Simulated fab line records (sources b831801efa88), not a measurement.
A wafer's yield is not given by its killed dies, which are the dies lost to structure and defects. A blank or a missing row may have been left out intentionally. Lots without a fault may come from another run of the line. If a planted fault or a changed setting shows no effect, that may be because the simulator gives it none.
Which tool did it? | flow sky130 | Sampling: 24 lots, 72 wafers, 6 of 708 route steps

WHAT THE GAUGES SHOWED, per wafer
SKY_LOCAL_INTERCONNECT_OVL_MEAS_12. Usual: LOCAL_INTERCONNECT_OVL typically reads -1 nm, with standard deviation 5.4.
lot  | measured     | on         | LOCAL_INTERCONNECT_OVL (nm) | flag
L074 | day 30 02:28 | overlay-01 | 2 -8 5                      | 
L075 | day 30 08:35 | overlay-01 | -7 1 1                      | 
L076 | day 30 19:30 | overlay-02 | -10 -13 -16                 | 
L077 | day 31 04:31 | overlay-01 | 16 0 4                      | 
L078 | day 31 15:56 | overlay-01 | -2 -1 -7                    | 
L079 | day 31 23:02 | overlay-01 | 2 6 4                       | 
L081 | day 32 10:38 | overlay-01 | -8 -9 -4                    | 
L080 | day 32 19:14 | overlay-02 | -1 -11 -5                   | 
L082 | day 32 23:22 | overlay-01 | 1 -4 -10                    | 
L083 | day 33 20:07 | overlay-02 | -1 -5 3                     | 
L084 | day 34 14:50 | overlay-02 | 2 -1 2                      | 
L085 | day 34 16:41 | overlay-02 | 5 2 6                       | 
L086 | day 34 20:39 | overlay-02 | 5 -3 -2                     | 
L087 | day 34 21:00 | overlay-01 | -1 -1 -3                    | 
L088 | day 35 04:22 | overlay-02 | 7 2 -4                      | 
L089 | day 35 08:41 | overlay-01 | 1 -4 -2                     | 
L090 | day 35 10:11 | overlay-01 | 0 1 1                       | 
L092 | day 36 02:44 | overlay-02 | 10 4 2                      | 
L091 | day 36 03:38 | overlay-02 | -6 -11 -8                   | 
L093 | day 36 08:21 | overlay-01 | -5 1 -3                     | 
L094 | day 36 15:23 | overlay-02 | -9 -4 -5                    | 
L095 | day 36 19:47 | overlay-01 | -4 10 -8                    | 
L096 | day 37 00:02 | overlay-02 | 0 -6 -2                     | 
L097 | day 37 12:59 | overlay-02 | 5 4 0                       | 

SKY_VIA2_CD_MEAS_12 targets a cd of 200 nm. Usual: cdNm reads 200.2 nm (standard deviation 1.3).
lot  | measured     | on       | cdNm (nm)         | flag
L074 | day 36 01:23 | cdSem-02 | 200.3 199.5 199.4 | 
L075 | day 36 05:32 | cdSem-02 | 198.1 199.9 199.5 | 
L076 | day 36 16:10 | cdSem-02 | 198.8 199.2 199.6 | 
L077 | day 36 23:10 | cdSem-02 | 197.4 199.7 198.7 | 
L078 | day 37 11:24 | cdSem-02 | 199.8 200.0 199.4 | 
L079 | day 37 18:24 | cdSem-01 | 202.4 201.1 201.1 | 
L081 | day 38 05:31 | cdSem-02 | 200.1 200.6 201.0 | 
L080 | day 38 13:16 | cdSem-01 | 201.2 201.7 202.0 | 
L082 | day 38 17:53 | cdSem-02 | 201.8 200.7 201.0 | 
L083 | day 39 14:11 | cdSem-02 | 201.3 201.2 200.2 | 
L084 | day 40 08:01 | cdSem-02 | 201.2 200.7 201.7 | 
L085 | day 40 09:08 | cdSem-02 | 198.3 198.6 197.9 | 
L086 | day 40 12:11 | cdSem-01 | 199.8 200.2 200.3 | 
L087 | day 40 13:08 | cdSem-02 | 200.5 200.5 200.1 | 
L088 | day 40 18:47 | cdSem-01 | 200.5 199.4 201.0 | 
L089 | day 40 22:25 | cdSem-02 | 201.7 201.9 200.8 | 
L090 | day 41 00:35 | cdSem-02 | 198.4 200.1 198.9 | 
L092 | day 41 16:17 | cdSem-02 | 197.0 197.4 197.8 | 
L091 | day 41 16:50 | cdSem-01 | 199.7 199.6 201.4 | 
L093 | day 41 20:55 | cdSem-01 | 201.4 201.4 201.1 | 
L094 | day 42 05:32 | cdSem-02 | 200.2 200.0 202.4 | 
L095 | day 42 08:25 | cdSem-01 | 201.3 202.2 201.7 | 
L096 | day 42 11:35 | cdSem-01 | 201.0 200.3 200.8 | 
L097 | day 42 23:35 | cdSem-01 | 200.4 199.1 200.4 | 

SKY_CAPM_THK_MEAS_04: measures by xrf. Usual: CAPM_TIN_THK typically reads 207.6 nm, with standard deviation 2.6.
lot  | measured     | on           | CAPM_TIN_THK (nm) | flag
L074 | day 36 03:21 | filmMetro-02 | 208.4 201.8 207.2 | 
L075 | day 36 07:32 | filmMetro-01 | 208.1 209.6 206.6 | 
L076 | day 36 18:08 | filmMetro-01 | 204.7 212.1 208.3 | 
L077 | day 37 01:08 | filmMetro-04 | 208.6 206.8 200.3 | 
L078 | day 37 13:26 | filmMetro-02 | 204.5 208.7 207.5 | 
L079 | day 37 20:22 | filmMetro-01 | 206.2 205.3 204.5 | 
L081 | day 38 07:29 | filmMetro-02 | 210.2 209.9 209.7 | 
L080 | day 38 15:15 | filmMetro-02 | 209.9 209.3 209.4 | 
L082 | day 38 19:56 | filmMetro-04 | 207.0 210.0 205.8 | 
L083 | day 39 16:14 | filmMetro-02 | 209.5 208.7 205.5 | 
L084 | day 40 10:00 | filmMetro-01 | 204.2 207.0 208.5 | 
L085 | day 40 11:07 | filmMetro-01 | 205.9 209.5 210.0 | 
L086 | day 40 14:11 | filmMetro-01 | 210.2 211.7 207.3 | 
L087 | day 40 15:23 | filmMetro-01 | 208.3 207.6 210.4 | 
L088 | day 40 20:47 | filmMetro-01 | 211.7 207.6 207.5 | 
L089 | day 41 00:25 | filmMetro-01 | 212.6 212.9 210.6 | 
L090 | day 41 02:33 | filmMetro-02 | 209.7 211.8 206.4 | 
L092 | day 41 18:16 | filmMetro-02 | 206.1 201.9 207.5 | 
L091 | day 41 18:49 | filmMetro-02 | 206.2 201.9 204.3 | 
L093 | day 41 23:20 | filmMetro-02 | 210.1 207.7 206.0 | 
L094 | day 42 07:31 | filmMetro-04 | 210.8 205.0 206.5 | 
L095 | day 42 10:24 | filmMetro-04 | 204.6 201.8 207.1 | 
L096 | day 42 13:41 | filmMetro-02 | 210.5 209.4 211.3 | 
L097 | day 43 01:34 | filmMetro-01 | 208.7 209.6 205.6 | 

SKY_METAL3_CD_MEAS_13 targets a cd of 300 nm. Usual: cdNm reads 300.2 nm (standard deviation 1.7).
lot  | measured     | on       | cdNm (nm)         | flag
L074 | day 38 07:41 | cdSem-02 | 301.4 300.1 300.5 | 
L075 | day 38 12:02 | cdSem-02 | 297.9 299.2 298.4 | 
L076 | day 38 21:53 | cdSem-01 | 300.9 301.0 299.4 | 
L077 | day 39 03:26 | cdSem-02 | 301.1 300.1 300.7 | 
L078 | day 39 15:59 | cdSem-02 | 301.9 299.7 302.6 | 
L079 | day 39 22:34 | cdSem-02 | 299.0 298.6 299.7 | 
L081 | day 40 09:47 | cdSem-01 | 302.1 300.0 299.4 | 
L080 | day 40 16:43 | cdSem-01 | 300.9 300.6 301.5 | 
L082 | day 40 21:52 | cdSem-02 | 298.2 298.1 298.0 | 
L083 | day 41 16:22 | cdSem-01 | 298.2 297.7 297.7 | 
L084 | day 42 10:13 | cdSem-02 | 299.8 300.4 299.5 | 
L085 | day 42 11:52 | cdSem-02 | 299.4 298.9 299.5 | 
L086 | day 42 14:11 | cdSem-01 | 300.1 300.0 299.2 | 
L087 | day 42 15:07 | cdSem-02 | 299.4 299.1 300.0 | 
L088 | day 42 21:40 | cdSem-02 | 300.9 299.8 301.1 | 
L089 | day 43 00:17 | cdSem-02 | 299.0 298.6 298.1 | 
L090 | day 43 02:31 | cdSem-02 | 299.6 298.7 298.9 | 
L092 | day 43 16:52 | cdSem-01 | 298.2 300.0 299.0 | 
L091 | day 43 17:20 | cdSem-02 | 303.2 302.5 302.3 | 
L093 | day 43 21:59 | cdSem-01 | 302.3 304.1 304.0 | 
L094 | day 44 04:31 | cdSem-01 | 302.6 303.0 301.6 | 
L095 | day 44 08:26 | cdSem-02 | 298.6 297.9 299.3 | 
L096 | day 44 12:11 | cdSem-01 | 300.4 300.2 301.3 | 
L097 | day 44 21:56 | cdSem-02 | 304.1 301.6 302.7 | 

SKY_VIA3_CD_MEAS_12 targets a cd of 200 nm. Usual: cdNm reads 200.4 nm (standard deviation 1.7).
lot  | measured     | on       | cdNm (nm)         | flag
L074 | day 39 09:51 | cdSem-01 | 201.0 200.2 200.8 | 
L075 | day 39 14:44 | cdSem-02 | 199.4 198.6 198.9 | 
L076 | day 39 23:52 | cdSem-02 | 198.9 199.1 199.7 | 
L077 | day 40 06:14 | cdSem-02 | 200.8 201.1 200.9 | 
L078 | day 40 18:02 | cdSem-02 | 199.7 201.6 201.2 | 
L079 | day 41 00:36 | cdSem-01 | 202.2 203.1 202.2 | 
L081 | day 41 11:27 | cdSem-01 | 202.3 202.3 201.8 | 
L080 | day 41 19:04 | cdSem-02 | 198.2 198.3 197.4 | 
L082 | day 42 00:05 | cdSem-01 | 199.4 199.2 200.1 | 
L083 | day 42 17:31 | cdSem-02 | 200.3 201.8 201.9 | 
L084 | day 43 10:34 | cdSem-01 | 200.8 200.4 201.2 | 
L085 | day 43 12:25 | cdSem-02 | 199.6 199.9 200.6 | 
L086 | day 43 14:46 | cdSem-02 | 202.3 202.6 204.1 | 
L087 | day 43 16:02 | cdSem-02 | 199.1 199.1 198.9 | 
L088 | day 43 21:53 | cdSem-02 | 200.2 199.5 201.3 | 
L089 | day 44 00:50 | cdSem-01 | 200.8 200.9 200.5 | 
L090 | day 44 02:13 | cdSem-01 | 200.2 200.6 201.5 | 
L092 | day 44 16:25 | cdSem-02 | 197.3 196.0 196.0 | 
L091 | day 44 17:20 | cdSem-02 | 203.0 201.2 202.4 | 
L093 | day 44 21:23 | cdSem-01 | 201.1 202.3 202.2 | 
L094 | day 45 03:14 | cdSem-02 | 202.4 203.5 202.4 | 
L095 | day 45 08:01 | cdSem-01 | 198.9 198.8 199.1 | 
L096 | day 45 11:59 | cdSem-02 | 199.7 198.6 200.1 | 
L097 | day 45 20:10 | cdSem-01 | 199.2 199.9 198.7 | 

TOOL THAT RAN EACH LOT (tool first, then ch and the chambers of the sampled wafers, then the start)
lot  | SKY_CAPM_STRIP_14
L074 | plasmaAsher-03 ch 0,1, day 37 05:41
L075 | plasmaAsher-01 ch 0,1, day 37 09:29
L076 | plasmaAsher-03 ch 0,1, day 37 19:44
L077 | plasmaAsher-01 ch 0,1, day 38 02:20
L078 | plasmaAsher-01 ch 0,1, day 38 14:47
L079 | plasmaAsher-03 ch 0,1, day 38 21:29
L081 | plasmaAsher-03 ch 0,1, day 39 08:33
L080 | plasmaAsher-02 ch 0,1, day 39 15:44
L082 | plasmaAsher-01 ch 0,1, day 39 20:57
L083 | plasmaAsher-03 ch 0,1, day 40 16:26
L084 | plasmaAsher-02 ch 0,1, day 41 09:56
L085 | plasmaAsher-02 ch 0,1, day 41 11:29
L086 | plasmaAsher-03 ch 0,1, day 41 14:03
L087 | plasmaAsher-03 ch 0,1, day 41 15:10
L088 | plasmaAsher-03 ch 0,1, day 41 21:31
L089 | plasmaAsher-02 ch 0,1, day 42 00:23
L090 | plasmaAsher-02 ch 0,1, day 42 02:20
L092 | plasmaAsher-03 ch 0,1, day 42 17:18
L091 | plasmaAsher-01 ch 0,1, day 42 17:56
L093 | plasmaAsher-01 ch 0,1, day 42 22:52
L094 | plasmaAsher-02 ch 0,1, day 43 06:11
L095 | plasmaAsher-01 ch 0,1, day 43 09:08
L096 | plasmaAsher-03 ch 0, day 43 13:21
L097 | plasmaAsher-02 ch 0,1, day 43 23:59
- SKY_CAPM_STRIP_14: strips in O2/N2.

AS READ BY THE TOOLS THEMSELVES (means over the sampled wafers that have a number; for cases with no such wafer, the mark the record gives instead)
SKY_CAPM_STRIP_14. Usual: drypumpMotorCurrentA 5.55 A, standard deviation 0.27; oesProductAu 0.710 a.u., standard deviation 0.0045; stripTimeToEndpointS 12.66 s, standard deviation 0.056.
lot  | tool           | drypumpMotorCurrentA (A) | oesProductAu (a.u.) | stripTimeToEndpointS (s) | flag
L074 | plasmaAsher-03 | 5.31                     | 0.712               | 12.68                    | 
L075 | plasmaAsher-01 | 5.82                     | 0.712               | 12.70                    | 
L076 | plasmaAsher-03 | 5.47                     | 0.705               | 12.61                    | 
L077 | plasmaAsher-01 | 5.80                     | 0.709               | 12.63                    | 
L078 | plasmaAsher-01 | 5.80                     | 0.706               | 12.68                    | 
L079 | plasmaAsher-03 | 5.30                     | 0.712               | 12.64                    | 
L081 | plasmaAsher-03 | 5.47                     | 0.710               | 12.63                    | 
L080 | plasmaAsher-02 | 5.63                     | 0.710               | 12.65                    | 
L082 | plasmaAsher-01 | 5.81                     | 0.711               | 12.73                    | 
L083 | plasmaAsher-03 | 5.30                     | 0.708               | 12.75                    | 
L084 | plasmaAsher-02 | 5.62                     | 0.712               | 12.61                    | 
L085 | plasmaAsher-02 | 5.55                     | 0.705               | 12.69                    | 
L086 | plasmaAsher-03 | 5.48                     | 0.713               | 12.66                    | 
L087 | plasmaAsher-03 | 5.48                     | 0.710               | 12.65                    | 
L088 | plasmaAsher-03 | 5.31                     | 0.710               | 12.62                    | 
L089 | plasmaAsher-02 | 5.64                     | 0.710               | 12.66                    | 
L090 | plasmaAsher-02 | 5.64                     | 0.709               | 12.59                    | 
L092 | plasmaAsher-03 | 5.48                     | 0.713               | 12.58                    | 
L091 | plasmaAsher-01 | 5.82                     | 0.711               | 12.58                    | 
L093 | plasmaAsher-01 | 5.61                     | 0.711               | 12.66                    | 
L094 | plasmaAsher-02 | 5.55                     | 0.708               | 12.67                    | 
L095 | plasmaAsher-01 | 5.81                     | 0.708               | 12.58                    | 
L096 | plasmaAsher-03 | 5.63                     | 0.711               | 12.76                    | 
L097 | plasmaAsher-02 | 5.63                     | 0.711               | 12.69                    | 

THE ANSWER, worked out from the rows above alone
Rule: a lot is off if the mean of its wafers that have a number lies more than 3 standard deviations from the usual mean. Also off: a lot with no number at a reading for which 4 or more lots have one. The other lots that the step has rows for count as sound. The gauges are gone through in route order, then the tools' own readings, and for those a lot's mean is taken as printed above. At the first step where some lot is off, the reading lying furthest off is the one used; lots without a number count as furthest.
No lot is off on any of the readings shown, so nothing can be concluded from this.

WHAT THE SIMULATOR PUT IN
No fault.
